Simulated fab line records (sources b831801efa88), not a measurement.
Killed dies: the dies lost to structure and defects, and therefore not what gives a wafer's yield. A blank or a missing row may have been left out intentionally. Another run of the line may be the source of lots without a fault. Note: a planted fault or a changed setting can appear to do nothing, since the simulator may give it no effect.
What tool caused it? / flow gf180mcu / 21 wafers from 7 lots sampled at 2 of the route's 602 steps

WHAT EACH GAUGE READ, for each wafer
GF_M5_CD_MEAS_07: the cd target is 280 nm.
lot=L992; measured=day 27 05:38; on=cd_sem-01; cd_nm (nm)=279.3 280.4 279.2
lot=L994; measured=day 27 22:43; on=cd_sem-02; cd_nm (nm)=281.5 281.6 281.0
lot=L996; measured=day 28 15:46; on=cd_sem-01; cd_nm (nm)=280.3 280.1 280.6
lot=L998; measured=day 29 04:14; on=cd_sem-01; cd_nm (nm)=280.2 280.3 279.5
lot=L100; measured=day 29 20:58; on=cd_sem-01; cd_nm (nm)=279.6 242.4 242.2
lot=L104; measured=day 30 22:30; on=cd_sem-01; cd_nm (nm)=280.6 279.9 244.4
lot=L110; measured=day 32 12:35; on=cd_sem-01; cd_nm (nm)=280.1 279.9 278.8

WHICH TOOL RAN EACH LOT (tool, then ch and the chambers of the sampled wafers, then the start)
lot=L992; GF_M5_EXPOSE_04=krf_scanner-02 ch 0, day 26 19:43
lot=L994; GF_M5_EXPOSE_04=krf_scanner-01 ch 0, day 27 13:10
lot=L996; GF_M5_EXPOSE_04=krf_scanner-02 ch 0, day 28 06:28
lot=L998; GF_M5_EXPOSE_04=krf_scanner-01 ch 0, day 28 18:42
lot=L100; GF_M5_EXPOSE_04=krf_scanner-01 ch 0, day 29 11:44
lot=L104; GF_M5_EXPOSE_04=krf_scanner-01 ch 0, day 30 14:02
lot=L110; GF_M5_EXPOSE_04=krf_scanner-02 ch 0, day 32 04:14
- GF_M5_EXPOSE_04: exposes mask Metal5, target cd 280 nm.

THE ANSWER, worked out from the rows above alone
Rule: the lots themselves supply what counts as usual. The widest of any qualifying gaps counts: lots, ordered by their means at a reading, are off when they make up no more than a third of the lots, leave a main group of 4 or more, and stand apart from it by 3 or more times the standard deviation of that group's means. The tables above print the reading to a certain number of digits; a main group whose means all agree to those digits is not used. Also off: a lot with no number at a reading for which 4 or more lots have one. Where the step has rows for the other lots, those lots are counted as sound.
Off at GF_M5_CD_MEAS_07 (cd_nm): L100, L104. The main group has a mean of 280.2 nm with a standard deviation of 0.65.
A tool fits if, at a process step before that reading, it ran every lot that is off, and no sound lot after the first of them. The gauges at GF_M5_CD_MEAS_07 are tried like those tools. One fits: krf_scanner-01 at GF_M5_EXPOSE_04. A fault onset in the window from L998 (day 28 18:42, its last sound lot) to L100 (day 29 11:44, its first lot off) fits.

WHAT HAD BEEN PUT IN BY THE SIMULATOR
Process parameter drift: krf_scanner-01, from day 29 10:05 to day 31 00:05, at GF_M5_EXPOSE_04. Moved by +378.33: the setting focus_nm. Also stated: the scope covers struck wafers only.
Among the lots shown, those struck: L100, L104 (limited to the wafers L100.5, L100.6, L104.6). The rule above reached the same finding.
